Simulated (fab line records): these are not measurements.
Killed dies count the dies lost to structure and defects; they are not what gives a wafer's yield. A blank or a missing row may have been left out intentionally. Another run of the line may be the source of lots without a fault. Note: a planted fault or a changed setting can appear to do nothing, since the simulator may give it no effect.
Which tool did it?	flow sky130	13 lots with 39 wafers sampled at 4 steps, on a route of 708 steps

WHAT EACH GAUGE READ, for each wafer
SKY_LI_CONTACT_BOW_MEAS_03. Usual: LI_CONTACT_BOW 54 um, standard deviation 6.4.
lot	measured	on	LI_CONTACT_BOW (um)	flag
L906	day 28 09:43	film_metro-01	62 61 64	
L907	day 28 17:22	film_metro-04	63 57 54	
L909	day 29 12:50	film_metro-02	59 67 59	
L910	day 29 16:32	film_metro-04	56 51 50	
L911	day 30 02:19	film_metro-02	50 50 44	
L912	day 30 14:56	film_metro-01	58 49 57	
L913	day 30 23:13	film_metro-04	53 50 48	
L914	day 31 11:37	film_metro-04	64 49 58	
L921	day 33 12:17	film_metro-02	54 51 41	
L922	day 33 19:27	film_metro-01	55 62 39	
L923	day 34 04:05	film_metro-02	65 49 52	
L924	day 34 06:32	film_metro-01	61 46 57	
L926	day 34 20:34	film_metro-02	57 61 56	

SKY_CONTACT_OVL_MEAS_15. Usual: CONTACT_OVL -1 nm, standard deviation 5.5.
lot	measured	on	CONTACT_OVL (nm)	flag
L906	day 32 01:09	overlay-02	-7 3 -6	
L907	day 32 08:23	overlay-01	7 -4 2	
L909	day 33 01:04	overlay-01	-3 -8 -6	
L910	day 33 06:52	overlay-02	8 3 9	
L911	day 33 15:11	overlay-01	-5 6 -2	
L912	day 34 02:47	overlay-01	4 2 4	
L913	day 34 11:23	overlay-01	-2 4 7	
L914	day 34 22:59	overlay-02	5 3 5	
L921	day 36 22:44	overlay-01	-1 -4 1	
L922	day 37 06:37	overlay-02	7 4 -4	
L923	day 37 13:32	overlay-02	8 1 -7	
L924	day 37 16:40	overlay-02	6 4 7	
L926	day 38 04:08	overlay-01	-10 -4 -7	

WHAT TOOL EACH LOT RAN ON (gives the tool, then ch and the chambers of the sampled wafers, and finally the start)
lot	SKY_VT_ADJUST_LVTN_DEVELOP_17	SKY_LOCAL_INTERCONNECT_ETCH_13
L906	litho_track-04 ch 0, day 8 01:48	rie_metal-04 ch 0,1, day 30 19:55
L907	litho_track-03 ch 0, day 8 06:25	rie_metal-03 ch 0,1, day 31 03:35
L909	litho_track-02 ch 0, day 8 20:19	rie_metal-04 ch 0,1, day 31 20:55
L910	litho_track-02 ch 0, day 9 01:31	rie_metal-01 ch 0,1, day 32 02:14
L911	litho_track-03 ch 0, day 9 07:30	rie_metal-04 ch 0,1, day 32 11:20
L912	litho_track-03 ch 0, day 9 15:40	rie_metal-01 ch 1, day 32 23:16
L913	litho_track-03 ch 0, day 9 22:06	rie_metal-03 ch 0,1, day 33 07:14
L914	litho_track-02 ch 0, day 10 10:25	rie_metal-03 ch 0, day 33 18:34
L921	litho_track-02 ch 0, day 12 06:37	rie_metal-01 ch 0,1, day 35 19:26
L922	litho_track-03 ch 0, day 12 13:24	rie_metal-04 ch 0,1, day 36 02:28
L923	litho_track-03 ch 0, day 12 22:03	rie_metal-04 ch 0,1, day 36 10:19
L924	litho_track-02 ch 0, day 13 00:25	rie_metal-04 ch 0,1, day 36 13:19
L926	litho_track-04 ch 0, day 13 19:21	rie_metal-01 ch 0, day 37 01:58
- SKY_VT_ADJUST_LVTN_DEVELOP_17: develop time 62.06 s.
- SKY_LOCAL_INTERCONNECT_ETCH_13: etches BARC in N2/H2, stops on SiO2, time 45.9 s, target depth 60 nm.

AS READ BY THE TOOLS THEMSELVES (means over the sampled wafers that have a number; for cases with no such wafer, the mark the record gives instead)
SKY_VT_ADJUST_LVTN_DEVELOP_17. Usual: developer_temp_C 22.97 C, standard deviation 0.092; resist_line_temp_C 23.00 C, standard deviation 0.1.
lot	tool	developer_temp_C (C)	resist_line_temp_C (C)	flag
L906	litho_track-04	22.87	23.02	
L907	litho_track-03	23.00	23.08	
L909	litho_track-02	22.89	22.79	
L910	litho_track-02	22.96	23.07	
L911	litho_track-03	23.01	23.04	
L912	litho_track-03	22.94	23.11	
L913	litho_track-03	22.83	22.90	
L914	litho_track-02	22.94	22.91	
L921	litho_track-02	22.91	22.90	
L922	litho_track-03	25.45	23.11	OFF
L923	litho_track-03	25.23	22.90	OFF
L924	litho_track-02	22.96	23.08	
L926	litho_track-04	22.93	23.16	

SKY_LOCAL_INTERCONNECT_ETCH_13. Usual: drypump_motor_current_A 5.6 A, standard deviation 0.44; oes_product_au 0.855 a.u., standard deviation 0.005; throttle_valve_pct 13.225 %, standard deviation 0.0096.
lot	tool	drypump_motor_current_A (A)	oes_product_au (a.u.)	throttle_valve_pct (%)	flag
L906	rie_metal-04	5.3	0.854	13.228	
L907	rie_metal-03	5.7	0.850	13.226	
L909	rie_metal-04	5.3	0.855	13.222	
L910	rie_metal-01	5.5	0.855	13.233	
L911	rie_metal-04	5.2	0.852	13.219	
L912	rie_metal-01	6.2	0.856	13.225	
L913	rie_metal-03	5.9	0.858	13.227	
L914	rie_metal-03	6.1	0.853	13.224	
L921	rie_metal-01	5.9	0.860	13.224	
L922	rie_metal-04	5.2	0.854	13.227	
L923	rie_metal-04	5.3	0.855	13.228	
L924	rie_metal-04	5.3	0.860	13.228	
L926	rie_metal-01	5.2	0.851	13.221	

THE ANSWER, worked out from the rows above alone
Rule: take the mean of a lot's wafers that have a number; if it is more than 3 standard deviations from the usual mean, the lot is off. Also off: a lot with no number at a reading for which 4 or more lots have one. Where the step has rows for the other lots, those lots are counted as sound. After the gauges, taken in route order, come the tools' own readings; for these a lot's mean is taken, as printed above. At the first step where some lot is off, the reading lying furthest off is the one used; lots without a number count as furthest.
Off: L922, L923, at SKY_VT_ADJUST_LVTN_DEVELOP_17 (developer_temp_C).
If a tool, at that step or one of the process steps before it, ran each lot that is off and ran no sound lot following the first of them, it fits. One fits: SKY_VT_ADJUST_LVTN_DEVELOP_17 on litho_track-03. A fault onset in the window from L913 (day 9 22:06, its last sound lot) to L922 (day 12 13:24, its first lot off) fits.
On the lots that are off, the tool's own readings at SKY_VT_ADJUST_LVTN_DEVELOP_17 differ by more than 5 times the standard deviation of the sound lots' means, which bears it out; developer_temp_C reads 25.34 C there versus 22.93 C on the sound lots.

WHAT THE SIMULATOR HAD INSERTED
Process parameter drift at SKY_VT_ADJUST_LVTN_DEVELOP_17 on litho_track-03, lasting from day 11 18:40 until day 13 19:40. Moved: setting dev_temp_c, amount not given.
Struck lots among those shown: L922, L923. Same finding as the rule above.
